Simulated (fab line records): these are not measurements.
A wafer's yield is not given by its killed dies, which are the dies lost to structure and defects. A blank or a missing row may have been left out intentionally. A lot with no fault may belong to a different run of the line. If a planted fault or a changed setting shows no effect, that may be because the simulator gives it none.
Commonality check across tools -- flow gf180mcu -- 13 lots and 39 wafers in the sample

== WHY THIS WAS OPENED ==
GF_VT_IMPLANT_RS_MEAS_46, reading MVSD_RS: flagged on 2 of 13 lots. Wafers without a fault read 445.3 ohm/sq, standard deviation 1.3.
Rule: flag the lot when none of its wafers has a number, or when each of its wafers that has one lies beyond 4 standard deviations from that mean. The other lots count as sound.

lot,measured,on,"MVSD_RS (ohm/sq), wafer by wafer",flag
L712,day 7 15:03,film_metro-04,447.0 445.8 446.4,
L714,day 8 01:34,film_metro-01,444.5 445.9 445.9,
L715,day 8 11:43,film_metro-02,445.3 445.1 446.9,
L717,day 8 22:22,film_metro-01,448.5 447.7 447.6,
L719,day 9 13:28,film_metro-02,444.8 443.4 444.5,
L724,day 10 22:04,film_metro-02,458.0 459.2 460.4,FLAGGED
L725,day 11 05:52,film_metro-02,445.9 444.0 444.9,
L726,day 11 11:31,film_metro-04,459.7 461.5 461.9,FLAGGED
L731,day 12 21:52,film_metro-02,443.6 443.8 444.6,
L732,day 13 03:13,film_metro-02,444.2 444.4 444.0,
L733,day 13 13:09,film_metro-04,445.1 445.4 445.0,
L734,day 13 19:27,film_metro-02,446.4 444.9 445.5,
L735,day 14 03:09,film_metro-01,446.2 446.5 447.8,
The numbers of the flagged lots are 460.1 ohm/sq on average: +14.8 ohm/sq against the usual, or +11 standard deviations.

== WHICH TOOL EACH LOT WENT THROUGH ==
Before the reading, the record contains 2 process steps out of a 602-step route. Read each cell as the tool, then ch plus the chambers that the sampled wafers visited, then the start.
lot,flag,GF_DNWELL_STRIP_08,GF_MVSD_IMPLANT_08
L712,,"plasma_asher-03 ch 0,1, day 2 19:43","implanter-01 ch 0, day 4 12:33"
L714,,"plasma_asher-04 ch 0,1, day 3 05:12","implanter-02 ch 0, day 4 21:20"
L715,,"plasma_asher-01 ch 0,1, day 3 12:40","implanter-01 ch 0, day 5 05:37"
L717,,"plasma_asher-03 ch 0,1, day 3 20:34","implanter-01 ch 0, day 5 15:26"
L719,,"plasma_asher-03 ch 0,1, day 4 07:43","implanter-03 ch 0, day 6 03:32"
L724,FLAGGED,"plasma_asher-03 ch 0,1, day 5 10:34","implanter-03 ch 0, day 7 08:10"
L725,,"plasma_asher-01 ch 0,1, day 5 15:54","implanter-01 ch 0, day 7 14:19"
L726,FLAGGED,"plasma_asher-01 ch 0,1, day 5 21:24","implanter-03 ch 0, day 7 20:24"
L731,,"plasma_asher-01 ch 0,1, day 6 23:09","implanter-01 ch 0, day 9 00:22"
L732,,"plasma_asher-04 ch 0,1, day 7 03:57","implanter-01 ch 0, day 9 05:25"
L733,,"plasma_asher-01 ch 0, day 7 09:27","implanter-02 ch 0, day 9 11:08"
L734,,"plasma_asher-04 ch 0,1, day 7 16:48","implanter-02 ch 0, day 9 18:50"
L735,,"plasma_asher-01 ch 0,1, day 7 21:46","implanter-01 ch 0, day 9 23:53"
What is done by these steps:
- GF_DNWELL_STRIP_08: strips in O2/N2.
- GF_MVSD_IMPLANT_08
- GF_VT_IMPLANT_RS_MEAS_46: measures by four-point-probe.

== FLAGGED AGAINST TOTAL, ONE TOOL AT A TIME (gauges that did the reading follow at the end) ==
step,tool,lots run,flagged,share of the flagged lots,sound lots run after its first flagged lot
GF_DNWELL_STRIP_08,plasma_asher-01,6,1,some,"3 (L731,L733,L735)"
GF_DNWELL_STRIP_08,plasma_asher-03,4,1,some,0
GF_DNWELL_STRIP_08,plasma_asher-04,3,0,none,-
GF_MVSD_IMPLANT_08,implanter-01,7,0,none,-
GF_MVSD_IMPLANT_08,implanter-02,3,0,none,-
GF_MVSD_IMPLANT_08,implanter-03,3,2,all,0
GF_VT_IMPLANT_RS_MEAS_46,film_metro-01,3,0,none,-
GF_VT_IMPLANT_RS_MEAS_46,film_metro-02,7,1,some,"4 (L725,L731,L732,L734)"
GF_VT_IMPLANT_RS_MEAS_46,film_metro-04,3,1,some,1 (L733)

== WHAT THE TABLE ALLOWS ==
Rows of the table that ran each flagged lot: 1, that is implanter-03 at GF_MVSD_IMPLANT_08.
- implanter-03 at GF_MVSD_IMPLANT_08: 2 of its 3 lots flagged. A fault beginning between L719 (day 6 03:32), its last sound lot, and L724 (day 7 08:10), its first flagged one, fits the data. Its own readings lie more than 4 standard deviations out on every wafer of the flagged lots: beam_energy_keV.
One tool is left: implanter-03 at GF_MVSD_IMPLANT_08.

== WHAT WAS PUT IN BY THE SIMULATOR ==
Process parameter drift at GF_MVSD_IMPLANT_08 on implanter-03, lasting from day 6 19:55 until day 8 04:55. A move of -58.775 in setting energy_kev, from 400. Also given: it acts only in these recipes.
Lots struck among those shown: L724, L726. The rule above reached the same finding.
